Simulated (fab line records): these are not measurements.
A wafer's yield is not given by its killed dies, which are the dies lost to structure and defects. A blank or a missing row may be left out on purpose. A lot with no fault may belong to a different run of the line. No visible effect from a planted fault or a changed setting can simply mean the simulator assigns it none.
Which tool was responsible? :: flow sfq line :: 7 lots, 21 wafers sampled, at 3 steps of a route of 325

== WHAT THE GAUGES READ, wafer by wafer ==
SFQ_I6_OVL_MEAS_942.
lot: L815
measured: day 76 19:17
on: overlay-02
I6_OVL (nm): -3 -3 -1

lot: L818
measured: day 77 11:04
on: overlay-02
I6_OVL (nm): 0 -1 2

lot: L820
measured: day 78 00:27
on: overlay-02
I6_OVL (nm): -10 -8 -7

lot: L823
measured: day 78 22:13
on: overlay-01
I6_OVL (nm): 2 0 2

lot: L825
measured: day 82 13:03
on: overlay-01
I6_OVL (nm): -3 -2 -3

lot: L830
measured: day 84 02:16
on: overlay-01
I6_OVL (nm): -1 3 -9

lot: L836
measured: day 85 07:40
on: overlay-01
I6_OVL (nm): 0 5 2

== WHAT TOOL EACH LOT RAN ON (gives the tool, then ch and the chambers of the sampled wafers, and finally the start) ==
lot: L815
SFQ_TRILAYER_I3_VIA_STRIP_STRIP_089: rie metal-03 ch 0,1, day 44 04:24
SFQ_TRILAYER_C5_BARC_OPEN_VIA_ETCH_210: rie diel-04 ch 1,2,3, day 72 06:56

lot: L818
SFQ_TRILAYER_I3_VIA_STRIP_STRIP_089: rie metal-03 ch 0,1, day 45 02:00
SFQ_TRILAYER_C5_BARC_OPEN_VIA_ETCH_210: rie diel-01 ch 1,2,3, day 72 20:08

lot: L820
SFQ_TRILAYER_I3_VIA_STRIP_STRIP_089: rie metal-03 ch 0,1, day 45 10:24
SFQ_TRILAYER_C5_BARC_OPEN_VIA_ETCH_210: rie diel-01 ch 1,3, day 73 09:13

lot: L823
SFQ_TRILAYER_I3_VIA_STRIP_STRIP_089: rie metal-01 ch 0,1, day 47 23:36
SFQ_TRILAYER_C5_BARC_OPEN_VIA_ETCH_210: rie diel-01 ch 1,2, day 74 05:37

lot: L825
SFQ_TRILAYER_I3_VIA_STRIP_STRIP_089: rie metal-04 ch 0,1, day 48 15:11
SFQ_TRILAYER_C5_BARC_OPEN_VIA_ETCH_210: rie diel-02 ch 0,3, day 74 09:20

lot: L830
SFQ_TRILAYER_I3_VIA_STRIP_STRIP_089: rie metal-03 ch 0,1, day 49 11:31
SFQ_TRILAYER_C5_BARC_OPEN_VIA_ETCH_210: rie diel-01 ch 0,1,2, day 79 14:26

lot: L836
SFQ_TRILAYER_I3_VIA_STRIP_STRIP_089: rie metal-04 ch 0,1, day 51 21:58
SFQ_TRILAYER_C5_BARC_OPEN_VIA_ETCH_210: rie diel-02 ch 0,3, day 81 04:21
- SFQ_TRILAYER_I3_VIA_STRIP_STRIP_089: strips in O2.
- SFQ_TRILAYER_C5_BARC_OPEN_VIA_ETCH_210: etches BARC in O2, target depth 125 nm, time 41.7 s.

== THE ANSWER, worked out from the rows above alone ==
Rule: usual is defined by the lots themselves. Put in order of their means at a reading, lots are off if they are a third of the lots or fewer, leave a main group of 4 or more, and stand apart from it by a gap of 3 or more times the standard deviation of the main group's means; of several such gaps the widest counts. A main group is skipped when, at the precision printed for the reading in the tables above, its means are all equal. Also off: a lot with no number at a reading for which 4 or more lots have one. Any other lot the step has rows for is counted as sound.
None of the lots is off at any reading shown; this tells nothing.

== WHAT THE SIMULATOR HAD INSERTED ==
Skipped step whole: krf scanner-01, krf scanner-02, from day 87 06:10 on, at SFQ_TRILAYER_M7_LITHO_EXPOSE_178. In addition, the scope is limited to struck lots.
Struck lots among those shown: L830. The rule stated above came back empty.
